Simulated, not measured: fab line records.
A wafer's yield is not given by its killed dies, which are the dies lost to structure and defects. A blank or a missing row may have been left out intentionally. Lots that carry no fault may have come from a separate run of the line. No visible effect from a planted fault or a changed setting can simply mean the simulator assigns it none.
fab line records -- flow sky130
record lots=14, wafers=42, lastDay=50
route steps=708 shown PWDE@52 NWELL@58 VT_ADJUST_LVTN@118 VT_ADJUST_NCORE@126
lots untouched by any fault: they come from a run of this same line in which no faults occurred
startH: hours from the record's opening day to when the first of the lot's shown wafers began -- waitH: hours elapsed since this lot's preceding step -- " unchanged from the row above -- L1.1+2: a row that stands for several wafers -- - value missing, or start not given -- * or withheld: withheld -- < > ~ a bound
route shown NAME@n: names a module that has steps shown in the file, with the first one's number in the route -- usual: mean/standard deviation of fault-free wafers -- same: alike in all rows -- chamber/n: place in a boat -- sites: per-site readings -- _std_site: standard deviation of those values -- _edge_site: outer sites' mean less inner sites' -- radiusMm: how far each site lies from the wafer's centre -- mask NAME#n: copy n -- behind: the tool/chamber that last shaped the wafer -- hold: reason for holding the lot/hours on hold/outcome of the hold -- device: transistor that didn't switch, given as n, p or np -- end of line: at the end of the route, the tests of the same wafers -- step lacking rows: just its recipe -- killed: at the first sort, the dies lost to defects and structure; wafer yield is something else -- map: the dies of a wafer, with x for killed, . for not killed, _ for no die there
set.NAME: the setting the step ran with; set.NAME@STEP: the setting that earlier step ran with -- model.NAME: the simulator's own value behind a step, which no gauge read
steps of the route over a sample of lots; a table a step, a row a wafer
## steps
# step SKY_PWDE_OVL_MEAS_07
# usual PWDE_OVL=-0.5/1.2
lot.wafer,tool,chamber,startH,waitH,PWDE_OVL[nm]
L550.1,overlay-01,-,76.02,-,-2.6
L550.2,overlay-01,-,76.02,-,-1.3
L550.5,overlay-01,-,76.02,-,-0.8
L551.2,overlay-02,-,76.48,-,-0.2
L551.3,overlay-02,-,76.48,-,-0.8
L551.6,overlay-02,-,76.48,-,-3.1
L553.1,overlay-02,-,85.86,-,0.4
L553.2,overlay-02,-,85.86,-,-0.5
L553.3,overlay-02,-,85.86,-,0.9
L554.2,overlay-01,-,91.32,-,1.9
L554.4,overlay-01,-,91.32,-,-0.9
L554.5,overlay-01,-,91.32,-,-0.1
L555.2,overlay-02,-,100.92,-,-2.0
L555.3,overlay-02,-,100.92,-,-2.2
L555.5,overlay-02,-,100.92,-,-1.5
L557.2,overlay-01,-,109.83,-,0.0
L557.4,overlay-01,-,109.83,-,-0.2
L557.5,overlay-01,-,109.83,-,-0.4
L556.3,overlay-02,-,109.83,-,2.0
L556.4,overlay-02,-,109.83,-,-0.7
L556.5,overlay-02,-,109.83,-,2.3
L565.1,overlay-02,-,155.66,-,-0.9
L565.4,overlay-02,-,155.66,-,-1.1
L565.6,overlay-02,-,155.66,-,-0.2
L566.3,overlay-01,-,158.13,-,-1.6
L566.4,overlay-01,-,158.13,-,-0.2
L566.5,overlay-01,-,158.13,-,0.2
L569.1,overlay-02,-,175.61,-,-0.8
L569.4,overlay-02,-,175.61,-,-2.0
L569.5,overlay-02,-,175.61,-,-1.3
L570.3,overlay-01,-,180.78,-,-1.4
L570.5,overlay-01,-,180.78,-,-0.9
L570.6,overlay-01,-,180.78,-,-0.7
L571.3,overlay-01,-,184.73,-,0.0
L571.4,overlay-01,-,184.73,-,-0.5
L571.5,overlay-01,-,184.73,-,-1.5
L572.1,overlay-02,-,192.67,-,1.6
L572.3,overlay-02,-,192.67,-,-1.2
L572.4,overlay-02,-,192.67,-,0.3
L573.1,overlay-02,-,200.51,-,2.1
L573.2,overlay-02,-,200.51,-,-0.4
L573.3,overlay-02,-,200.51,-,-0.7
# step SKY_NWELL_COAT_05
# recipe spinRpm=2000, resistThkNm=3000
# usual chillPlateTempC=23.00/0.11, dispensePressureKPa=50.6/2.7
lot.wafer,tool,chamber,startH,waitH,chillPlateTempC,dispensePressureKPa
L550.1,lithoTrack-01,0,84.39,0.1,23.09,55.3
L550.2,lithoTrack-01,0,84.39,0.1,23.07,55.3
L550.5,lithoTrack-01,0,84.39,0.1,23.07,55.3
L551.2,lithoTrack-01,0,85.06,0.1,23.01,55.3
L551.3,lithoTrack-01,0,85.06,0.1,22.94,55.3
L551.6,lithoTrack-01,0,85.06,0.1,23.16,55.3
L553.1,lithoTrack-01,0,94.74,0.1,22.97,55.3
L553.2,lithoTrack-01,0,94.74,0.1,22.91,55.3
L553.3,lithoTrack-01,0,94.74,0.1,23.20,55.3
L554.2,lithoTrack-03,0,99.74,0.1,23.14,50.9
L554.4,lithoTrack-03,0,99.74,0.1,23.21,50.9
L554.5,lithoTrack-03,0,99.74,0.1,22.96,50.9
L555.2,lithoTrack-03,0,110.14,0.1,22.91,50.9
L555.3,lithoTrack-03,0,110.14,0.1,22.97,50.9
L555.5,lithoTrack-03,0,110.14,0.1,22.97,50.9
L556.3,lithoTrack-01,0,117.94,0.1,22.94,55.4
L556.4,lithoTrack-01,0,117.94,0.1,22.96,55.3
L556.5,lithoTrack-01,0,117.94,0.1,22.81,55.3
L557.2,lithoTrack-04,0,118.04,0.1,22.81,48.2
L557.4,lithoTrack-04,0,118.04,0.1,23.07,48.2
L557.5,lithoTrack-04,0,118.04,0.1,23.00,48.2
L565.1,lithoTrack-01,-,165.04,0.1,-,-
L565.4,lithoTrack-01,-,165.04,0.1,-,-
L565.6,lithoTrack-01,-,165.04,0.1,-,-
L566.3,lithoTrack-04,-,168.86,0.1,-,-
L566.4,lithoTrack-04,-,168.86,0.1,-,-
L566.5,lithoTrack-04,-,168.86,0.1,-,-
L569.1,lithoTrack-03,0,185.67,0.1,22.91,50.8
L569.4,lithoTrack-03,0,185.67,0.1,22.98,50.9
L569.5,lithoTrack-03,0,185.67,0.1,22.79,50.9
L570.3,lithoTrack-03,0,191.72,0.1,22.84,50.9
L570.5,lithoTrack-03,0,191.72,0.1,23.00,50.9
L570.6,lithoTrack-03,0,191.72,0.1,22.95,50.9
L571.3,lithoTrack-03,0,195.57,0.1,22.90,50.9
L571.4,lithoTrack-03,0,195.57,0.1,22.99,50.9
L571.5,lithoTrack-03,0,195.57,0.1,22.99,50.9
L572.1,lithoTrack-04,0,203.01,0.1,23.04,48.2
L572.3,lithoTrack-04,0,203.01,0.1,23.07,48.2
L572.4,lithoTrack-04,0,203.01,0.1,23.32,48.2
L573.1,lithoTrack-04,0,211.41,0.1,23.11,48.2
L573.2,lithoTrack-04,0,211.41,0.1,23.07,48.2
L573.3,lithoTrack-04,0,211.41,0.1,23.07,48.2
# step SKY_NWELL_OVL_MEAS_10
# usual NWELL_00_OVL=0.2/1.8
lot.wafer,tool,chamber,startH,waitH,NWELL_00_OVL[nm]
L550.1,overlay-01,-,93.77,-,-0.1
L550.2,overlay-01,-,93.77,-,1.0
L550.5,overlay-01,-,93.77,-,-1.4
L551.2,overlay-02,-,94.44,-,2.3
L551.3,overlay-02,-,94.44,-,1.6
L551.6,overlay-02,-,94.44,-,2.1
L553.1,overlay-02,-,103.51,-,-1.9
L553.2,overlay-02,-,103.51,-,-1.3
L553.3,overlay-02,-,103.51,-,-0.6
L554.2,overlay-01,-,108.94,-,3.5
L554.4,overlay-01,-,108.94,-,3.3
L554.5,overlay-01,-,108.94,-,2.9
L555.2,overlay-01,-,118.37,-,3.2
L555.3,overlay-01,-,118.37,-,2.1
L555.5,overlay-01,-,118.37,-,3.0
L556.3,overlay-01,-,127.28,-,-0.3
L556.4,overlay-01,-,127.28,-,1.4
L556.5,overlay-01,-,127.28,-,0.3
L557.2,overlay-01,-,127.62,-,-0.6
L557.4,overlay-01,-,127.62,-,-0.1
L557.5,overlay-01,-,127.62,-,0.0
L565.1,overlay-01,-,175.72,-,-
L565.4,overlay-01,-,175.72,-,-
L565.6,overlay-01,-,175.72,-,-
L566.3,overlay-01,-,179.12,-,-
L566.4,overlay-01,-,179.12,-,-
L566.5,overlay-01,-,179.12,-,-
L569.1,overlay-02,-,196.87,-,-0.4
L569.4,overlay-02,-,196.87,-,0.8
L569.5,overlay-02,-,196.87,-,0.2
L570.3,overlay-02,-,202.53,-,-2.7
L570.5,overlay-02,-,202.53,-,-3.8
L570.6,overlay-02,-,202.53,-,-3.6
L571.3,overlay-02,-,206.40,-,-0.2
L571.4,overlay-02,-,206.40,-,-1.0
L571.5,overlay-02,-,206.40,-,0.7
L572.1,overlay-02,-,214.29,-,-1.9
L572.3,overlay-02,-,214.29,-,-1.4
L572.4,overlay-02,-,214.29,-,-2.7
L573.1,overlay-02,-,222.91,-,-2.2
L573.2,overlay-02,-,222.91,-,-2.5
L573.3,overlay-02,-,222.91,-,-2.4
# step SKY_NWELL_TW_MEAS_26
# usual NWELL_2_TW=500/5.5
lot.wafer,tool,chamber,startH,waitH,NWELL_2_TW
L550.1,filmMetro-03,-,111.75,0.1,496
L550.2,filmMetro-03,-,111.75,0.1,496
L550.5,filmMetro-03,-,111.75,0.1,498
L551.2,filmMetro-03,-,113.01,0.1,495
L551.3,filmMetro-03,-,113.01,0.1,493
L551.6,filmMetro-03,-,113.01,0.1,496
L553.1,filmMetro-02,-,121.85,0.1,497
L553.2,filmMetro-02,-,121.85,0.1,498
L553.3,filmMetro-02,-,121.85,0.1,496
L554.2,filmMetro-03,-,127.51,0.1,492
L554.4,filmMetro-03,-,127.51,0.1,493
L554.5,filmMetro-03,-,127.51,0.1,492
L555.2,filmMetro-01,-,137.36,0.1,508
L555.3,filmMetro-01,-,137.36,0.1,509
L555.5,filmMetro-01,-,137.36,0.1,508
L556.3,filmMetro-03,-,147.52,0.1,494
L556.4,filmMetro-03,-,147.52,0.1,493
L556.5,filmMetro-03,-,147.52,0.1,495
L557.2,filmMetro-01,-,147.86,0.1,506
L557.4,filmMetro-01,-,147.86,0.1,506
L557.5,filmMetro-01,-,147.86,0.1,506
L565.1,filmMetro-01,-,197.27,0.1,1870
L565.4,filmMetro-01,-,197.27,0.1,1867
L565.6,filmMetro-01,-,197.27,0.1,1858
L566.3,filmMetro-01,-,202.67,0.1,1867
L566.4,filmMetro-01,-,202.67,0.1,1862
L566.5,filmMetro-01,-,202.67,0.1,1873
L569.1,filmMetro-01,-,219.05,0.1,507
L569.4,filmMetro-01,-,219.05,0.1,507
L569.5,filmMetro-01,-,219.05,0.1,509
L570.3,filmMetro-02,-,225.77,0.1,501
L570.5,filmMetro-02,-,225.77,0.1,501
L570.6,filmMetro-02,-,225.77,0.1,501
L571.3,filmMetro-01,-,229.57,0.1,507
L571.4,filmMetro-01,-,229.57,0.1,509
L571.5,filmMetro-01,-,229.57,0.1,504
L572.1,filmMetro-03,-,238.60,0.1,492
L572.3,filmMetro-03,-,238.60,0.1,498
L572.4,filmMetro-03,-,238.60,0.1,494
L573.1,filmMetro-02,-,246.22,0.1,496
L573.2,filmMetro-02,-,246.22,0.1,496
L573.3,filmMetro-02,-,246.22,0.1,498
# step SKY_VT_ADJUST_LVTN_TW_MEAS_21
# usual VT_ADJUST_LVTN_2_TW=189.4/2.5
lot.wafer,tool,chamber,startH,waitH,VT_ADJUST_LVTN_2_TW
L550.1,filmMetro-01,-,169.86,0.1,192.8
L550.2,filmMetro-01,-,169.86,0.1,192.2
L550.5,filmMetro-01,-,169.86,0.1,191.4
L551.2,filmMetro-03,-,170.77,0.1,188.6
L551.3,filmMetro-03,-,170.77,0.1,189.1
L551.6,filmMetro-03,-,170.77,0.1,187.9
L553.1,filmMetro-04,-,180.46,0.1,186.7
L553.2,filmMetro-04,-,180.46,0.1,185.4
L553.3,filmMetro-04,-,180.46,0.1,187.3
L554.2,filmMetro-04,-,186.81,0.1,188.3
L554.4,filmMetro-04,-,186.81,0.1,187.5
L554.5,filmMetro-04,-,186.81,0.1,186.8
L555.2,filmMetro-04,-,199.51,0.1,187.5
L555.3,filmMetro-04,-,199.51,0.1,187.0
L555.5,filmMetro-04,-,199.51,0.1,188.5
L556.3,filmMetro-04,-,208.44,0.1,188.9
L556.4,filmMetro-04,-,208.44,0.1,187.1
L556.5,filmMetro-04,-,208.44,0.1,187.9
L557.2,filmMetro-01,-,211.53,0.1,192.5
L557.4,filmMetro-01,-,211.53,0.1,192.3
L557.5,filmMetro-01,-,211.53,0.1,193.1
L565.1,filmMetro-01,-,266.05,0.1,191.1
L565.4,filmMetro-01,-,266.05,0.1,191.1
L565.6,filmMetro-01,-,266.05,0.1,191.3
L566.3,filmMetro-04,-,271.83,0.1,187.1
L566.4,filmMetro-04,-,271.83,0.1,188.9
L566.5,filmMetro-04,-,271.83,0.1,187.3
L569.1,filmMetro-01,-,290.25,0.1,192.1
L569.4,filmMetro-01,-,290.25,0.1,192.2
L569.5,filmMetro-01,-,290.25,0.1,193.2
L570.3,filmMetro-03,-,298.12,0.1,187.2
L570.5,filmMetro-03,-,298.12,0.1,187.0
L570.6,filmMetro-03,-,298.12,0.1,187.7
L571.3,filmMetro-03,-,301.07,0.1,186.2
L571.4,filmMetro-03,-,301.07,0.1,187.4
L571.5,filmMetro-03,-,301.07,0.1,187.3
L572.1,filmMetro-01,-,309.90,0.1,191.5
L572.3,filmMetro-01,-,309.90,0.1,191.7
L572.4,filmMetro-01,-,309.90,0.1,191.9
L573.1,filmMetro-01,-,318.57,0.1,191.3
L573.2,filmMetro-01,-,318.57,0.1,191.5
L573.3,filmMetro-01,-,318.57,0.1,191.0
# step SKY_VT_ADJUST_NCORE_CD_MEAS_07
# recipe targetCdNm=380
# usual cdNm=380.0/2.4
lot.wafer,tool,chamber,startH,waitH,cdNm
L550.1,cdSem-02,-,190.37,0.1,379.4
L550.2,cdSem-02,-,190.37,0.1,381.7
L550.5,cdSem-02,-,190.37,0.1,379.4
L551.2,cdSem-01,-,191.39,0.1,383.6
L551.3,cdSem-01,-,191.39,0.1,383.4
L551.6,cdSem-01,-,191.39,0.1,383.7
L553.1,cdSem-02,-,201.82,0.1,382.2
L553.2,cdSem-02,-,201.82,0.1,382.1
L553.3,cdSem-02,-,201.82,0.1,379.2
L554.2,cdSem-01,-,207.38,0.1,379.0
L554.4,cdSem-01,-,207.38,0.1,378.8
L554.5,cdSem-01,-,207.38,0.1,377.0
L555.2,cdSem-02,-,221.48,0.1,375.3
L555.3,cdSem-02,-,221.48,0.1,377.4
L555.5,cdSem-02,-,221.48,0.1,376.2
L556.3,cdSem-02,-,230.55,0.1,381.9
L556.4,cdSem-02,-,230.55,0.1,384.3
L556.5,cdSem-02,-,230.55,0.1,376.9
L557.2,cdSem-01,-,234.19,0.1,381.1
L557.4,cdSem-01,-,234.19,0.1,377.8
L557.5,cdSem-01,-,234.19,0.1,380.7
L565.1,cdSem-02,-,290.02,0.1,377.0
L565.4,cdSem-02,-,290.02,0.1,377.8
L565.6,cdSem-02,-,290.02,0.1,377.3
L566.3,cdSem-01,-,296.15,0.1,381.5
L566.4,cdSem-01,-,296.15,0.1,381.4
L566.5,cdSem-01,-,296.15,0.1,382.0
L569.1,cdSem-01,-,314.66,0.1,379.1
L569.4,cdSem-01,-,314.66,0.1,379.6
L569.5,cdSem-01,-,314.66,0.1,378.2
L570.3,cdSem-02,-,321.71,0.1,378.1
L570.5,cdSem-02,-,321.71,0.1,378.0
L570.6,cdSem-02,-,321.71,0.1,378.9
L571.3,cdSem-01,-,325.95,0.1,381.8
L571.4,cdSem-01,-,325.95,0.1,382.1
L571.5,cdSem-01,-,325.95,0.1,382.9
L572.1,cdSem-01,-,334.26,0.1,375.0
L572.3,cdSem-01,-,334.26,0.1,378.8
L572.4,cdSem-01,-,334.26,0.1,378.9
L573.1,cdSem-02,-,343.86,0.1,382.7
L573.2,cdSem-02,-,343.86,0.1,379.9
L573.3,cdSem-02,-,343.86,0.1,383.6
## key
firstSign step=SKY_NWELL_COAT_05, reading=toolRecord, direction=missing
effect step=SKY_NWELL_OVL_MEAS_10, reading=NWELL_00_OVL, direction=missing
effect step=SKY_NWELL_TW_MEAS_26, reading=NWELL_2_TW, direction=up, sigmas=99+, usual=500, struck=1866
metAt SKY_NWELL_COAT_05
struckLots L565,L566
sortLeftOut L565.1,L565.4,L565.6,L566.3,L566.4,L566.5
testerLeftOut L565,L566
notActingAt SKY_PWDE_OVL_MEAS_07,SKY_VT_ADJUST_LVTN_TW_MEAS_21,SKY_VT_ADJUST_NCORE_CD_MEAS_07
onsetBetween 118.04 165.04
fault kind=skippedStepWhole, tool=lithoTrack-01,lithoTrack-04, chamber=-, onsetH=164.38, steps=SKY_NWELL_COAT_05, scope=struckLotsOnly
# testerLeftOut: of these lots the tester's yield and bins aren't shown, on N5 and GAA mostly nor the transistor test; their killed dies are dies lost to structure and defects alone, not to doping, threshold or leakage, so they don't give the yield
# sortLeftOut: the simulated sort isn't trusted on such a fault, so these wafers' sort isn't shown, and their yield isn't known
